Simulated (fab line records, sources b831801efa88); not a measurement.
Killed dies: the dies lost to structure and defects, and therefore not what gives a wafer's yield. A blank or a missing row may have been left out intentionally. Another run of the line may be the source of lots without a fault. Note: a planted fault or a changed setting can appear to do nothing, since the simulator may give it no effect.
fab line records	flow sky130
record lots=6	wafers=18	last-day=50
route steps=708 shown VIA3@575 PAD_OPEN@708
lots untouched by any fault: they come from a run of this same line in which no faults occurred
start-h: hours from the record's first day to the start of the lot's first wafer shown	wait-h: hours from the lot's prior step to this one	" unchanged from the row above	L1.1+2: a row that stands for several wafers	- no value, or no start was given	* or withheld: withheld	< > ~ a bound
route shown NAME@n: names a module that has steps shown in the file, with the first one's number in the route	usual: mean and standard deviation over wafers with no fault	same: alike in all rows	chamber/n: place in a boat	sites: the reading at each site	_std_site: how widely they spread, as a standard deviation	_edge_site: outer sites' mean less inner sites'	radius-mm: how far each site lies from the wafer's centre	mask NAME#n: copy n	behind: the tool/chamber that last shaped the wafer	hold: why the lot was held/for how many hours/how that ended	device: whichever transistor did not switch (one of n, p or np)	end of line: the tests these same wafers got at the end of their route	where a step has no rows: the recipe by itself	killed: not the wafer's yield, but the dies lost to structure and defects at the first sort	map: shows each die of a wafer: x if killed, . if not, _ if none is there
set.NAME: the setting as run; set.NAME@STEP: as run at that earlier step	model.NAME: the simulator's own value behind a step, which no gauge read
lots at some steps of the route; a table a step, a row a wafer
services: the hour from which a tool's chamber was out of use, counted from the record's first day as start-h (under 0 if before that day), plus the number of hours and why
## steps
# step SKY_VIA3_CMP_02
# recipe material=SiO2	down-force-psi=4	platen-rpm=60	pad-velocity-m-s=0.94248
# usual motor-current-A=12.9/1.5	retaining-ring-pressure-frac=1.000/0.0052
lot.wafer	tool	chamber	start-h	wait-h	motor-current-A	retaining-ring-pressure-frac
L207.1	cmp-02	2	896.58	0.1	14.9	1.000
L207.4	"	1	"	"	13.2	1.000
L207.6	"	2	"	"	14.6	1.007
L209.4	cmp-02	0	927.03	0.0	10.9	1.000
L209.3	"	1	"	"	13.6	1.009
L209.2	"	2	"	"	14.5	1.004
L219.4	cmp-02	3	989.15	0.0	13.8	0.994
L219.3	"	2	"	"	13.6	0.995
L219.5	"	3	"	"	12.6	1.001
L220.1	cmp-01	0	1030.68	0.3	11.1	1.002
L220.4	"	1	"	"	10.8	0.998
L220.6	"	2	"	"	13.3	0.996
L225.1	cmp-02	0	1032.41	0.1	11.5	0.996
L225.3	"	1	"	"	12.4	1.000
L225.2	"	2	"	"	14.9	0.994
L228.3	cmp-02	3	1069.09	0.0	13.4	0.997
L228.2	"	1	"	"	12.5	1.008
L228.4	"	2	"	"	14.8	1.006
# step SKY_VIA3_BOW_MEAS_03
# recipe mode=bow
# usual VIA3_BOW=79/7.8
lot.wafer	tool	chamber	start-h	wait-h	VIA3_BOW[um]
L207.1	film-metro-04	-	896.88	0.2	78
L207.4	"	-	"	"	76
L207.6	"	-	"	"	80
L209.2	film-metro-02	-	927.35	0.2	72
L209.3	"	-	"	"	73
L209.4	"	-	"	"	72
L219.3	film-metro-04	-	989.49	0.1	69
L219.4	"	-	"	"	73
L219.5	"	-	"	"	76
L220.1	film-metro-03	-	1030.88	0.1	83
L220.4	"	-	"	"	78
L220.6	"	-	"	"	85
L225.1	film-metro-03	-	1032.66	0.2	83
L225.2	"	-	"	"	74
L225.3	"	-	"	"	86
L228.2	film-metro-02	-	1069.41	0.2	73
L228.3	"	-	"	"	83
L228.4	"	-	"	"	63
# step SKY_VIA3_DEHYDRATE_04
# recipe temp-c=200	time-s=60
# step SKY_VIA3_HMDS_05
# recipe prime-time-s=60	prime-temp-c=120
# step SKY_VIA3_COAT_06
# recipe resist=BARC	temp-c=withheld	time-s=withheld	spin-rpm=3000	resist-thk-nm=60
# step SKY_VIA3_COAT_07
# recipe resist=KrF-thick	spin-rpm=3000	resist-thk-nm=450
# step SKY_VIA3_SOFTBAKE_08
# recipe temp-c=100	time-s=90	resist=KrF-thick
# step SKY_VIA3_EXPOSE_09
# recipe mask-id=VIM3	na=0.8	source-shape=annular	sigma-inner=0.55	sigma-outer=0.85	target-cd-nm=200	dose-mj=38
# step SKY_VIA3_PEB_10
# recipe peb-temp-c=withheld	peb-time-s=withheld	resist=KrF-thick
# step SKY_VIA3_DEVELOP_11
# recipe develop-time-s=60	resist=KrF-thick	dev-temp-c=21
# step SKY_VIA3_CD_MEAS_12
# recipe target-cd-nm=200
# usual cd-nm=200.1/1.3
lot.wafer	tool	chamber	start-h	wait-h	cd-nm
L207.1	cd-sem-02	-	921.78	-	199.1
L207.4	"	-	"	"	200.5
L207.6	"	-	"	"	199.3
L209.2	cd-sem-02	-	951.56	-	200.9
L209.3	"	-	"	"	200.6
L209.4	"	-	"	"	199.3
L219.3	cd-sem-02	-	1012.43	-	201.0
L219.4	"	-	"	"	200.4
L219.5	"	-	"	"	200.6
L220.1	cd-sem-01	-	1052.63	-	199.8
L220.4	"	-	"	"	200.5
L220.6	"	-	"	"	199.7
L225.1	cd-sem-02	-	1054.38	-	200.4
L225.2	"	-	"	"	200.6
L225.3	"	-	"	"	200.3
L228.2	cd-sem-02	-	1090.61	-	201.1
L228.3	"	-	"	"	200.9
L228.4	"	-	"	"	202.3
# step SKY_VIA3_OVL_MEAS_13
# usual VIA3_OVL=-1/5.8
lot.wafer	tool	chamber	start-h	wait-h	VIA3_OVL[nm]
L207.1	overlay-01	-	921.90	0.1	0
L207.4	"	-	"	"	-9
L207.6	"	-	"	"	-16
L209.2	overlay-02	-	951.67	0.1	1
L209.3	"	-	"	"	-8
L209.4	"	-	"	"	8
L219.3	overlay-02	-	1012.52	0.1	-7
L219.4	"	-	"	"	-3
L219.5	"	-	"	"	1
L220.1	overlay-01	-	1052.75	0.1	5
L220.4	"	-	"	"	2
L220.6	"	-	"	"	1
L225.1	overlay-02	-	1054.50	0.1	2
L225.2	"	-	"	"	-8
L225.3	"	-	"	"	2
L228.2	overlay-02	-	1090.72	0.1	-6
L228.3	"	-	"	"	-3
L228.4	"	-	"	"	1
# step SKY_VIA3_ETCH_14
# recipe chemistry=N2/H2	target=BARC	ion-energy-ev=200	source-w=500	bias-w=100	pressure-mtorr=30	n2-flow-sccm=100	h2-flow-sccm=200	stop-on=SiO2	time-s=45.9	target-depth-a=600
# usual bias-w=100.0/0.31	drypump-motor-current-A=6.0/0.49	oes-product-au=0.856/0.0051	rf-fwd-power-W=494.7/1.8	throttle-valve-pct=13.226/0.0098
lot.wafer	tool	chamber	start-h	wait-h	bias-w	drypump-motor-current-A	oes-product-au	rf-fwd-power-W	rf-hours-counter-h	throttle-valve-pct
L207.1	rie-diel-04	1	921.94	0.0	99.9	5.5	0.854	495.8	2	13.218
L207.4	"	0	"	"	99.7	5.8	0.847	497.9	6	13.233
L207.6	"	1	"	"	99.6	5.5	0.857	496.4	-	13.237
L209.2	rie-diel-01	0	951.70	0.0	100.5	5.7	0.844	496.2	23	13.226
L209.3	"	1	"	"	100.0	6.3	0.857	494.5	18	13.233
L209.4	"	2	"	"	100.3	6.2	0.862	493.8	13	13.216
L219.3	rie-diel-01	0	1012.55	0.0	90.2	5.7	0.853	493.9	25	13.214
L219.4	"	3	"	"	90.1	6.1	0.861	491.7	17	13.234
L219.5	"	0	"	"	90.1	5.7	0.855	494.2	-	13.206
L220.1	rie-diel-01	0	1052.79	0.0	90.3	5.7	0.857	491.4	26	13.234
L220.4	"	2	"	"	90.0	6.2	0.856	493.8	16	13.225
L220.6	"	2	"	"	89.9	6.2	0.860	493.4	-	13.228
L225.1	rie-diel-04	2	1054.54	0.0	100.4	6.9	0.858	494.9	17	13.219
L225.2	"	0	"	"	100.0	5.9	0.848	495.8	11	13.222
L225.3	"	1	"	"	100.2	5.5	0.855	492.6	7	13.223
L228.2	rie-diel-04	3	1090.75	0.0	99.7	6.0	0.860	492.2	17	13.221
L228.3	"	1	"	"	99.9	5.5	0.856	494.6	8	13.246
L228.4	"	0	"	"	100.2	5.8	0.855	495.5	12	13.223
# step SKY_VIA3_ETCH_15
# recipe target=SiO2	chemistry=C4F8/O2/Ar	target-depth-nm=507	stop-on=TiN	mask-material=KrF-thick	source-w=1500	bias-w=1200	pressure-mtorr=40	c4f8-flow-sccm=withheld	O2_flow_sccm=6	Ar_flow_sccm=300	time-s=78
# usual bias-w=1200/3.7	oes-product-au=0.945/0.0051	rf-fwd-power-W=1489/5.8
lot.wafer	tool	chamber	start-h	wait-h	bias-w	oes-product-au	rf-fwd-power-W	rf-hours-counter-h
L207.1	rie-diel-04	1	921.98	0.0	1199	0.948	1488	2
L207.4	"	0	"	"	1194	0.944	1501	6
L207.6	"	1	"	"	1201	0.951	1488	-
L209.2	rie-diel-01	0	951.74	0.0	1201	0.946	1491	23
L209.3	"	1	"	"	1198	0.948	1485	18
L209.4	"	2	"	"	1203	0.940	1493	13
L219.3	rie-diel-01	0	1012.59	0.0	1201	0.948	1489	25
L219.4	"	3	"	"	1203	0.944	1481	17
L219.5	"	0	"	"	1201	0.950	1486	-
L220.1	rie-diel-01	0	1052.83	0.0	1199	0.945	1486	26
L220.4	"	2	"	"	1202	0.950	1498	16
L220.6	"	2	"	"	1200	0.947	1494	-
L225.1	rie-diel-04	2	1054.58	0.0	1201	0.943	1488	17
L225.2	"	0	"	"	1196	0.952	1486	11
L225.3	"	1	"	"	1199	0.942	1503	7
L228.2	rie-diel-04	3	1090.79	0.0	1197	0.940	1484	17
L228.3	"	1	"	"	1201	0.939	1485	8
L228.4	"	0	"	"	1198	0.944	1487	12
# step SKY_PAD_OPEN_PROBE_99
# usual defect-limited-yield=82.5/2.1	killed_at_M0_to_M3=43/6.8	killed_at_M4_up=3.2/1.7	killed-at-contacts=24/5.6	killed-at-front-end=15/4.7	killed-at-other=0.3/0.59	killed-dies=86/10	killed-open=47/6.8	killed-short=39/6.4	sort_bin_3_pad_short=0.9/0.42	sort_bin_5_function=10.5/1.6	sort_bin_6_memory=6.2/1.1	sort-n-pass=406/10	sort-yield-pct=82.5/2.1
# same gross-dies=492	killed-at-back-side=0	sort_bin_4_leakage[%]=0	sort_bin_8_speed[%]=0
lot.wafer	tool	chamber	start-h	wait-h	defect-limited-yield[%]	killed_at_M0_to_M3	killed_at_M4_up	killed-at-contacts	killed-at-front-end	killed-at-other	killed-dies	killed-open	killed-short	sort_bin_3_pad_short[%]	sort_bin_5_function[%]	sort_bin_6_memory[%]	sort-n-pass	sort-yield-pct[%]
L207.1	prober-02	-	1068.12	0.1	82.3	52	3	24	8	0	87	44	42	1.2	10.2	6.3	405	82.3
L207.4	prober-02	-	1068.27	0.2	83.1	41	4	26	12	0	83	46	37	1.2	10.0	5.7	409	83.1
L207.6	prober-02	-	1068.37	0.2	80.3	51	5	27	13	1	97	51	45	1.0	12.6	6.1	395	80.3
L209.2	prober-01	-	1096.95	0.1	79.5	44	5	33	19	0	101	58	43	0.8	12.8	6.9	391	79.5
L209.3	prober-01	-	1097.00	0.2	84.6	42	1	18	15	0	76	41	35	1.2	8.5	5.7	416	84.6
L209.4	prober-01	-	1097.05	0.2	80.3	48	4	20	25	0	97	46	50	0.8	11.6	7.3	395	80.3
L220.1	prober-02	-	1178.66	0.1	79.7	55	5	25	15	0	100	62	34	1.4	14.4	4.5	392	79.7
L220.4	prober-02	-	1178.81	0.2	82.1	36	4	35	13	0	88	44	43	1.2	9.8	6.9	404	82.1
L220.6	prober-02	-	1178.91	0.2	81.9	43	5	23	18	0	89	42	46	1.0	9.1	7.9	403	81.9
# killed by level:class
L207.1 VIA1:geometric-particle:open=16 METAL2:geometric-particle:short=8 CONTACT:geometric-particle:open=6 VIA1:geometric-particle:short=6 VIA2:geometric-particle:open=5 LI_CONTACT:geometric-particle:open=5 LOCAL_INTERCONNECT:geometric-particle:short=5 CONTACT:geometric-particle:short=5
L207.4 VIA1:geometric-particle:open=11 CONTACT:geometric-particle:open=10 VIA2:geometric-particle:open=10 LI_CONTACT:geometric-particle:open=8 VIA1:geometric-particle:short=6 METAL1:geometric-particle:short=5 LI_CONTACT:geometric-particle:short=4 CONTACT:geometric-particle:short=4
L207.6 CONTACT:geometric-particle:open=11 VIA1:geometric-particle:open=11 VIA1:geometric-particle:short=8 LOCAL_INTERCONNECT:geometric-particle:short=6 VIA2:geometric-particle:short=6 VIA2:geometric-particle:open=6 VIA3:geometric-particle:open=5 METAL2:geometric-particle:short=5
L209.2 CONTACT:geometric-particle:open=16 VIA1:geometric-particle:open=8 LI_CONTACT:geometric-particle:open=7 FIELD_ISO:geometric-particle:short=6 CONTACT:geometric-particle:short=6 VIA3:geometric-particle:open=6 METAL1:geometric-particle:short=5 VIA1:geometric-particle:short=5
L209.3 VIA1:geometric-particle:open=15 FIELD_ISO:geometric-particle:open=6 LI_CONTACT:geometric-particle:open=6 CONTACT:geometric-particle:open=6 POLY_GATE:geometric-particle:short=5 METAL1:geometric-particle:short=5 VIA2:geometric-particle:short=5 VIA3:geometric-particle:short=4
L209.4 FIELD_ISO:geometric-particle:short=9 VIA3:geometric-particle:open=8 VIA2:geometric-particle:open=7 CONTACT:geometric-particle:short=7 CONTACT:geometric-particle:open=7 METAL1:geometric-particle:short=7 METAL2:geometric-particle:short=7 VIA1:geometric-particle:open=6
L220.1 VIA3:geometric-particle:open=13 VIA1:geometric-particle:open=12 LI_CONTACT:geometric-particle:open=8 METAL2:geometric-particle:short=8 CONTACT:geometric-particle:open=7 VIA2:geometric-particle:open=7 FIELD_ISO:geometric-particle:open=4 CONTACT:geometric-particle:short=4
L220.4 CONTACT:geometric-particle:open=14 METAL2:geometric-particle:short=10 LI_CONTACT:geometric-particle:open=6 CONTACT:geometric-particle:short=6 VIA1:geometric-particle:open=6 LOCAL_INTERCONNECT:geometric-particle:short=5 METAL4:geometric-particle:short=4 FIELD_ISO:geometric-particle:open=3
L220.6 VIA3:geometric-particle:open=8 VIA1:geometric-particle:open=8 CONTACT:geometric-particle:open=7 CONTACT:geometric-particle:short=7 METAL1:geometric-particle:short=5 METAL2:geometric-particle:short=5 FIELD_ISO:geometric-particle:short=4 POLY_GATE:geometric-particle:short=4
## services
tool	chamber	start-h	hours	kind
rie-diel-01	3	881.20	2.9	repair
cmp-01	-	903.06	1.9	repair
rie-diel-04	0	906.36	2.4	repair
cmp-02	-	909.36	3.7	repair
cmp-01	-	918.48	4.0	pm
cmp-01	-	922.48	-	consumable-replace:conditioner
cmp-01	-	922.48	-	consumable-replace:pad
cmp-02	-	944.08	5.3	pm
cmp-01	-	951.34	1.1	repair
cmp-01	-	951.41	1.3	repair
rie-diel-01	0	953.63	3.6	repair
rie-diel-04	3	966.61	9.7	repair
rie-diel-04	2	979.52	9.5	repair
cmp-02	-	1012.77	1.6	repair
cmp-02	-	1042.36	1.5	repair
rie-diel-04	3	1065.48	12.2	repair
rie-diel-01	3	1066.40	14.3	repair
rie-diel-04	0	1068.33	2.3	repair
cmp-02	-	1084.00	4.0	pm
rie-diel-01	0	1085.67	3.6	repair
cmp-02	-	1088.00	-	consumable-replace:conditioner
cmp-02	-	1088.00	-	consumable-replace:pad
## key
first-sign step=SKY_VIA3_ETCH_14	reading=bias-w	direction=down	sigmas=32	usual=100.0	struck=90.1
effect none on later readings
met-at SKY_VIA3_ETCH_14
struck-wafers L219.3,L219.4,L219.5,L220.1,L220.4,L220.6
onset-between 951.70 1012.55
fault kind=process-parameter-drift	tool=rie-diel-01	chamber=-	onset-h=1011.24	steps=SKY_VIA3_ETCH_14	channel=bias-w	offset=-9.792	shape=step	end-h=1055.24	acts-in=these-recipes-only	stated=100
